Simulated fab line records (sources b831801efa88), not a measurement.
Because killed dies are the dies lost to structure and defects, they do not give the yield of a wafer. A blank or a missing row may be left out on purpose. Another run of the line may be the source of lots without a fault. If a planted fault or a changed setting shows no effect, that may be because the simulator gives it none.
A lot that was struck, set against a sound lot / flow gf180mcu / 21 out of 602 route steps
Sound: the wafers L205.1, L205.2, L205.5. Wafers struck: L217.1, L217.2, L217.3. Last of all comes the cause.
At each step with rows: each side's tool, then ch and its chambers, then its first start. Under that, the readings that differ: sound wafers / struck wafers / difference of the means / sigmas: that difference in standard deviations of wafers without a fault.
alike: readings with means less than 2 such deviations apart, plus words and numbers identical on both sides. not compared: withheld readings, readings lacking a value on some wafer, bounds such as >300 that could conceal the same value, and numbers that have no deviation in the record and whose values overlap.
A row with sigmas, a row that says differs or no value, or rows on one side alone: a step with any of these is where the two part. Numbers that don't overlap but have no deviation are shown without sigmas and don't part them. A reading missing from all wafers of one side parts the sides only when that side holds two or more wafers.

GF_SALICIDE_RTA_08: time 30 s.
  sound on rtp anneal-02 ch 0, day 16 05:00; struck on rtp anneal-02 ch 0, day 20 21:35
  alike: lamp power pct, wafer_temp_C_max
then, 1 step without rows for these wafers: GF_CONTACT_CVD_00 (deposits SiO2, target thk 300 nm, time 50 s).
GF_CONTACT_THK_MEAS_01:
  sound: film metro-03 at day 16 05:08; struck: film metro-01 at day 20 21:43
  alike: CONTACT_CVD_00_THK
GF_CONTACT_CVD_02: deposits SiO2 from TEOS, target thk 860 nm, time 95.992 s.
  sound on pecvd-01 ch 0,2, day 16 05:12; struck on pecvd-01 ch 0,1,2, day 20 21:47
  alike: heater power w
GF_CONTACT_THK_MEAS_03:
  sound: film metro-04 at day 16 05:16; struck: film metro-01 at day 20 21:51
  alike: CONTACT_CVD_02_THK
GF_CONTACT_CMP_04: polishes SiO2.
  sound on cmp-02 ch 0,1,3, day 16 05:20; struck on cmp-02 ch 0,1,3, day 20 21:55
  alike: head pressure psi, motor current A, time to endpoint s
GF_CONTACT_BOW_MEAS_05:
  sound: film metro-04 at day 16 05:38; struck: film metro-04 at day 20 22:13
  alike: CONTACT_BOW
then, 5 steps without rows for these wafers: GF_CONTACT_DEHYDRATE_06 (time 60 s); GF_CONTACT_HMDS_07 (prime time 60 s); GF_CONTACT_COAT_08; GF_CONTACT_COAT_09 (resist thk 1000 nm); GF_CONTACT_SOFTBAKE_10 (time 60 s).
GF_CONTACT_EXPOSE_11: exposes mask Contact, target cd 220 nm.
  sound on krf scanner-01 ch 0, day 16 16:59; struck on krf scanner-02 ch 0, day 21 10:15
reading=exposure dose mJ cm2; sound=38.03 38.01 38.02; struck=37.37 37.31 37.34; difference=-0.68; sigmas=-17
  alike: mask
then, 2 steps without rows for these wafers: GF_CONTACT_PEB_12 (peb time 90 s); GF_CONTACT_DEVELOP_13 (develop time 60 s).
GF_CONTACT_CD_MEAS_14: target cd 220 nm.
  sound: cd sem-01 at day 17 04:32; struck: cd sem-01 at day 21 21:44
  alike: cd nm
GF_CONTACT_OVL_MEAS_15:
  sound: overlay-01 at day 17 04:40; struck: overlay-02 at day 21 21:52
  alike: CONTACT_OVL
GF_CONTACT_ETCH_16: etches BARC in N2/H2.
  sound on rie diel-01 ch 0,1,2, day 17 04:42; struck on rie diel-03 ch 0,1,2, day 21 21:53
  alike: drypump motor current A, n2 flow sccm, oes product au, throttle valve pct
  not compared: model.CONTACT.cd nm
GF_CONTACT_ETCH_17: etches SiO2 in C4F8/O2/Ar, stops on CoSi2, target depth 860 nm.
  sound on rie diel-01 ch 0,1,2; struck on rie diel-03 ch 0,1,2
  alike: oes product au
  not compared: model.CONTACT.cd nm
GF_CONTACT_STRIP_18: strips in O2/N2.
  sound on plasma asher-01 ch 0,1, day 17 04:52; struck on plasma asher-03 ch 0,1, day 21 22:04
reading=n2 flow sccm (sccm); sound=298.7 298.1 297.5; struck=300.4 300.9 299.7; difference=+2.2; sigmas=+2
  alike: drypump motor current A, heater power w, o2 flow sccm, oes product au
  not compared: rf hours counter h
-- the record jumps here: 11 days lie between the struck wafers' starts before and after (it left off in module CONTACT and takes up again in module PASSIVATION, whose first step shown is number 602 of the route) --
GF_PASSIVATION_PROBE_99:
  the record has rows for the struck wafers here (prober-02, day 33 09:49) and none for the sound ones

## WHERE THEY PART
Earliest at GF_CONTACT_EXPOSE_11; latest, in this record, at GF_PASSIVATION_PROBE_99.

WHY: what had been put in by the simulator
Process parameter drift: krf scanner-02, from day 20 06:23 on, at GF_CONTACT_EXPOSE_11. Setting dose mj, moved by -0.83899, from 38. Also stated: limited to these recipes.
